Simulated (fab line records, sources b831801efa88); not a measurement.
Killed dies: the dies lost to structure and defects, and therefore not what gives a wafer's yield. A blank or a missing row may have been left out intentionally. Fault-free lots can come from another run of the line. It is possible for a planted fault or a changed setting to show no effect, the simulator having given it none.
Problem report in the 8D (eight disciplines) form, filled by code ; flow sky130 ; the parts of the form that need people (team, actions taken, sign-off) are left out

## 1. PROBLEM STATEMENT
oes-product-au at SKY_VIA3_ETCH_15 reads a mean of 0.377 a.u. on 6 wafers of 2 lots; wafers without a fault read 0.945 a.u. with a standard deviation of 0.0052. That is -99 or more standard deviations from the usual mean.
The step: etches SiO2 in C4F8/O2/Ar, stops on TiN, target depth 507 nm, time 78 s.
Earliest sighting: wafer L421.2 on rie-diel-01 at day 41 16:58. Wafers with a number at this step in the record: 18, from 6 lots. Rule for "out", or "out of limits": more than 4 standard deviations from the usual mean. All remaining wafers that have a number are taken as sound.

## 2. WHAT IT IS AND WHAT IT IS NOT
question;is;is not
which readings at this step;oes-product-au;-
which lots;L419, L421;L418, L430, L435, L437
which wafers of those lots;all that have a number;-
read on which tools;rie-diel-01, rie-diel-03;rie-diel-02
when;from day 41 16:58;"up to then (3 sound wafers); but 9 sound wafers of L430, L435, L437 came after"

## 3. THE SUSPECTS, EACH WITH WHAT RULES IT OUT
Counting: a tool stays on the suspect list if, at a process step up to the reading, it processed all lots that are out and no sound lot following the first of them.
- rie-metal-02 at SKY_METAL3_ETCH_16 (etches BARC in N2/H2, stops on SiO2, time 88.2 s, target depth 60 nm): ruled out as a lasting fault. After its first lot that is out, L421 (day 40 15:04), sound lots L430 ran on it.
- rie-metal-03 at SKY_METAL3_METAL_ETCH_18 (etches the open film in Cl2/BCl3, stops on SiO2, target depth 845 nm, time 183.1 s): kept. It ran every lot that is out, first L421 (day 40 15:11), and no sound lot after that.
- plasma-asher-03 at SKY_METAL3_STRIP_19 (strips in O2/N2): ruled out as a lasting fault. After its first lot that is out, L421 (day 40 15:22), sound lots L435 ran on it.
- hdpcvd-02 at SKY_VIA3_HDPCVD_00 (deposits SiO2, target thk 1635 nm, time 272.5 s): ruled out as a lasting fault. After its first lot that is out, L421 (day 40 16:23), sound lots L430, L437 ran on it.
- cmp-02 at SKY_VIA3_CMP_02 (polishes SiO2): ruled out as a lasting fault. After its first lot that is out, L421 (day 40 16:40), sound lots L430 ran on it.
Left after counting: rie-metal-03 at SKY_METAL3_METAL_ETCH_18.

## 4. THE CAUSE (what the simulator had put in)
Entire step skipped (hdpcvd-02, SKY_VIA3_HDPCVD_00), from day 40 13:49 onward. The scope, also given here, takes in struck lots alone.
Counting ruled it out, wrongly: the rule takes a fault to strike every lot that its tool runs from its start on, and this one did not.

## 5. SEQUENCE OF EFFECTS, ordered by route
One row per reading whose mean, taken over the struck wafers that have a number, lies over 3 standard deviations from the usual. Readings are gone through only where the record gives a usual standard deviation; hours: the median, over the lots, of the time from a lot's start at the first step in this table giving one to that lot's start at this step; sigmas: the change measured in usual standard deviations.
hours;step;reading;usual;on struck wafers;change;sigmas
0;SKY_VIA3_ETCH_15;oes-product-au;0.945 a.u.;0.377;-0.568;-99 or more
143;SKY_PAD_OPEN_PROBE_99;defect-limited-yield;82.9 %;0.0;-82.9;-46
143;SKY_PAD_OPEN_PROBE_99;killed_at_M0_to_M3;42;481;+439;+61
143;SKY_PAD_OPEN_PROBE_99;killed-at-contacts;24;6;-18;-3.4
143;SKY_PAD_OPEN_PROBE_99;killed-dies;84;492;+408;+45
143;SKY_PAD_OPEN_PROBE_99;killed-on-rim;17;96;+79;+24
143;SKY_PAD_OPEN_PROBE_99;killed-open;46;10;-36;-5.0
143;SKY_PAD_OPEN_PROBE_99;killed-short;38;8;-30;-4.9
143;SKY_PAD_OPEN_PROBE_99;sort_bin_3_pad_short;0.8 %;25.2;+24.4;+59
143;SKY_PAD_OPEN_PROBE_99;sort_bin_5_function;10.1 %;72.5;+62.4;+48
143;SKY_PAD_OPEN_PROBE_99;sort_bin_6_memory;6.3 %;2.4;-3.9;-3.3
143;SKY_PAD_OPEN_PROBE_99;sort-n-pass;408;0;-408;-45
143;SKY_PAD_OPEN_PROBE_99;sort-yield-pct;82.9 %;0.0;-82.9;-46
Its process steps:
- SKY_VIA3_ETCH_15: etches SiO2 in C4F8/O2/Ar, stops on TiN, target depth 507 nm, time 78 s.
- SKY_PAD_OPEN_PROBE_99
Readings that are blank on the struck wafers while sound wafers have them: pressure-mtorr at SKY_VIA3_HDPCVD_00; run-length-s at SKY_VIA3_HDPCVD_00.

## 6. WHAT WOULD HAVE CAUGHT IT SOONER
27 hours passed between the start of the fault at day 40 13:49 and the first reading out of limits in this record, taken at day 41 16:58.
At SKY_VIA3_HDPCVD_00 the tool's readings are blank on the struck wafers, where sound wafers have them: an empty tool record is the first sign, and it was there at once.
